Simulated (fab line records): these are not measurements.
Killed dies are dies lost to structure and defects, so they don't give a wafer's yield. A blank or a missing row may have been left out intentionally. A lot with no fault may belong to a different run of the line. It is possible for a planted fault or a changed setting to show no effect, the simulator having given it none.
8D (eight disciplines) problem report, filled in by code ; flow sky130 ; the parts of the form that need people (team, actions taken, sign-off) are left out

== 1. PROBLEM STATEMENT ==
PWDE_TW at SKY_PWDE_TW_MEAS_10 reads a mean of 286 on 6 wafers of 2 lots; wafers without a fault read 375 with a standard deviation of 4.6. That puts it -19 standard deviations away from the usual mean.
The first sign was on wafer L130.1 at day 8 00:06, on film-metro-01. The record holds 33 wafers of 11 lots with a number at this step. Rule for "out", or "out of limits": more than 4 standard deviations from the usual mean. The rest of the wafers with a number are treated as sound.

== 2. WHAT IT IS AND WHAT IT IS NOT ==
question;is;is not
which readings at this step;PWDE_TW;-
which lots;L130, L133;L113, L114, L116, L118, L119, L120, L132, L134, L136
which wafers of those lots;all that have a number;-
read on which gauges;film-metro-01, film-metro-02;film-metro-03
when;from day 8 00:06;"up to then (18 sound wafers); but 9 sound wafers of L132, L134, L136 came after"

== 3. SUSPECTS, AND WHAT RULES EACH OUT ==
Counting: any tool at a process step up to the reading is kept as a suspect provided that every lot that is out went through it and no sound lot did after the first of them.
- the gauge at SKY_PWDE_TW_MEAS_10: ruled out. The wafers that are out were read on 2 gauges (film-metro-01, film-metro-02).
- implanter-02 at SKY_PWDE_IMPLANT_08: kept. All lots that are out passed through it, beginning with L130 at day 7 23:51, and no sound lot followed; its final sound lot before that point was L120 at day 5 16:11. Its own readings are out on those wafers: dose-ions-cm2, faraday-current-uA.
The count leaves implanter-02 at SKY_PWDE_IMPLANT_08.

== 4. THE CAUSE (what the simulator had put in) ==
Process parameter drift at SKY_PWDE_IMPLANT_08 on implanter-02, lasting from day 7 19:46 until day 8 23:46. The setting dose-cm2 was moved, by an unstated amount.
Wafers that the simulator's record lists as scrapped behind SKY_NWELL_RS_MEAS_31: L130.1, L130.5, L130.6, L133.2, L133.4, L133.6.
This tool alone remained once counting was done.

== 5. THE EFFECT CHAIN, in route order ==
One row per reading whose mean, taken over the struck wafers that have a number, lies over 3 standard deviations from the usual. Scope: only readings with a usual standard deviation given in the record; hours: median across lots of the time from each lot's start at the first step in this table that gives one to its start at this step; sigmas: change in usual standard deviations.
hours;step;reading;usual;on struck wafers;change;sigmas
0;SKY_PWDE_IMPLANT_08;dose-ions-cm2;3.6e+12;1.5e+12;-2.1e+12;-99 or more
0;SKY_PWDE_IMPLANT_08;faraday-current-uA;20.3;8.6;-11.7;-30
0;SKY_PWDE_TW_MEAS_10;PWDE_TW;375;286;-89;-19
44;SKY_NWELL_RS_MEAS_31;PWDE_RS;5274 ohm/sq;10948;+5674;+99 or more
Here are the process steps it includes:
- SKY_PWDE_IMPLANT_08

== 6. HOW IT WOULD HAVE BEEN CAUGHT EARLIER ==
4 hours passed between the start of the fault at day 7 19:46 and the first reading out of limits at a measuring or inspecting step in this record, taken at day 8 00:06.
At SKY_PWDE_IMPLANT_08, the tool's own readings (dose-ions-cm2, faraday-current-uA) were out on each struck wafer the step has a row for, so an alarm limit on them would have fired on the first such wafer.
Of the lots that are out (2), L133 began SKY_PWDE_IMPLANT_08 on implanter-02 after day 8 00:06. It would have been spared by a hold on the tool at that moment.
